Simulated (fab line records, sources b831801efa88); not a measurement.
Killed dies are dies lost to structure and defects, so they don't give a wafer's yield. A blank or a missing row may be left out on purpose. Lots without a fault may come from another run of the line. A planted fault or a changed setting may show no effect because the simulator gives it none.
Problem report in the 8D (eight disciplines) form, filled by code | flow sky130 | the parts of the form that need people (team, actions taken, sign-off) are left out

1. THE PROBLEM
killed_at_M0_to_M3 at SKY_PAD_OPEN_PROBE_99 reads a mean of 77 on 2 wafers of 2 lots; wafers without a fault read 43 with a standard deviation of 6.4. That is +5.3 standard deviations from the usual mean.
First seen on wafer L835.1, day 47 09:29, on prober-01. The record holds 15 wafers of 5 lots with a number at this step. Rule for "out", or "out of limits": more than 4 standard deviations from the usual mean. The other wafers with a number count as sound.

2. WHAT IT IS AND WHAT IT IS NOT
question                    | is                   | is not
which readings at this step | killed_at_M0_to_M3   | killed_at_M4_up, killed_at_contacts, killed_at_front_end, killed_at_other, killed_open, killed_short, sort_bin_6_memory
which lots                  | L835, L836           | L843, L848, L852
which wafers of those lots  | L835.1, L836.4       | L835.2, L835.3, L836.1, L836.6
read on which tools         | prober-01, prober-02 | -
when                        | from day 47 09:29    | up to then (0 sound wafers); but 13 sound wafers of L835, L836, L843, L848, L852 came after

3. SUSPECTS, AND WHAT RULES EACH OUT
Counting: a tool at a process step up to the reading stays a suspect if it ran every lot that is out. Sound lots after the first of them don't rule it out here, since some wafers of a struck lot are sound.
- pvd_sputter-01 at SKY_METAL1_SPUTTER_00 (material Ti, target thk 15 nm, time 10 s): kept. It ran every lot that is out, first L835 (day 33 15:07).
- pvd_sputter-04 at SKY_VIA4_SPUTTER_17 (material TiN, target thk 20 nm, time 80 s): kept. It ran every lot that is out, first L835 (day 44 15:00).
Left after counting: pvd_sputter-01 at SKY_METAL1_SPUTTER_00, pvd_sputter-04 at SKY_VIA4_SPUTTER_17.

4. THE CAUSE (what the simulator had put in)
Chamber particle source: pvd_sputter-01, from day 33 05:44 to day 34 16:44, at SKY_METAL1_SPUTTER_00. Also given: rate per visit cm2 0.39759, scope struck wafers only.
Counting left 2 suspects, and this tool is among them.

5. THE CHAIN OF EFFECTS, in route order
Each row: a reading whose mean over the struck wafers that have a number lies more than 3 standard deviations from the usual. Only readings for which the record gives a usual standard deviation are gone through. hours: the time from each lot's start at the first step in this table that gives one to its start at this step, as a median over the lots. sigmas: the change in usual standard deviations.
hours | step                  | reading            | usual | on struck wafers | change | sigmas
0     | SKY_PAD_OPEN_PROBE_99 | killed_at_M0_to_M3 | 43    | 77               | +34    | +5.3
The process steps in it:
- SKY_PAD_OPEN_PROBE_99

6. WHAT WOULD HAVE CAUGHT IT SOONER
In this record the first reading out of limits was taken at day 47 09:29, 340 hours after the fault began at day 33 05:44.
Of the tool readings at SKY_METAL1_SPUTTER_00 for which the record gives a usual standard deviation, none was out on any struck wafer, so an alarm limit of 4 standard deviations on them would not have fired.
All the lots that are out (2) had begun SKY_METAL1_SPUTTER_00 on pvd_sputter-01 by day 47 09:29. A hold on the tool at that time would have spared none of them.
